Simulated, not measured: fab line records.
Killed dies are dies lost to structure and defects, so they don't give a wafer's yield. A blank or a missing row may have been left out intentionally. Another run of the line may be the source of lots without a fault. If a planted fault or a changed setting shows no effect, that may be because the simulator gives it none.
The tool behind it: which one?	flow sky130	Sampling: 6 lots, 18 wafers, 2 of 708 route steps

WHAT THE GAUGES READ, wafer by wafer
SKY_NWELL_TW_MEAS_15.
lot	measured	on	NWELL_TW
L683	day 4 21:47	filmMetro-01	1791 1789 1791
L688	day 6 02:47	filmMetro-02	1804 1813 1808
L692	day 6 22:14	filmMetro-02	1811 1812 1823
L701	day 9 05:02	filmMetro-01	1682 1684 1686
L703	day 9 16:11	filmMetro-02	1815 1815 1810
L705	day 10 15:55	filmMetro-03	1804 1796 1801

WHICH TOOL RAN EACH LOT (tool, then ch and the chambers of the sampled wafers, then the start)
lot	SKY_NWELL_IMPLANT_11
L683	implanter-04 ch 0, day 4 21:16
L688	implanter-03 ch 0, day 6 02:16
L692	implanter-03 ch 0, day 6 21:43
L701	implanter-03 ch 0, day 9 04:31
L703	implanter-01 ch 0, day 9 15:40
L705	implanter-04 ch 0, day 10 15:22
- SKY_NWELL_IMPLANT_11

THE ANSWER, worked out from the rows above alone
Rule: what is usual is taken from the lots themselves. The widest of any qualifying gaps counts: lots, ordered by their means at a reading, are off when they make up no more than a third of the lots, leave a main group of 4 or more, and stand apart from it by 3 or more times the standard deviation of that group's means. A main group whose means are all the same, to the digits that the tables above print for the reading, isn't used. A lot without any number at a reading at which 4 lots or more have one is off too. Any other lot the step has rows for is counted as sound.
Off: L701, at SKY_NWELL_TW_MEAS_15 (NWELL_TW). The main group has a mean of 1806 with a standard deviation of 9.2.
If a tool, at a process step before that reading, ran all the lots that are off and no sound lot after the first of them, it fits. Those tools and the gauges at SKY_NWELL_TW_MEAS_15 are tried in the same way. This does not decide it: 2 tools fit, namely implanter-03 at SKY_NWELL_IMPLANT_11 and filmMetro-01 at SKY_NWELL_TW_MEAS_15.

WHAT THE SIMULATOR PUT IN
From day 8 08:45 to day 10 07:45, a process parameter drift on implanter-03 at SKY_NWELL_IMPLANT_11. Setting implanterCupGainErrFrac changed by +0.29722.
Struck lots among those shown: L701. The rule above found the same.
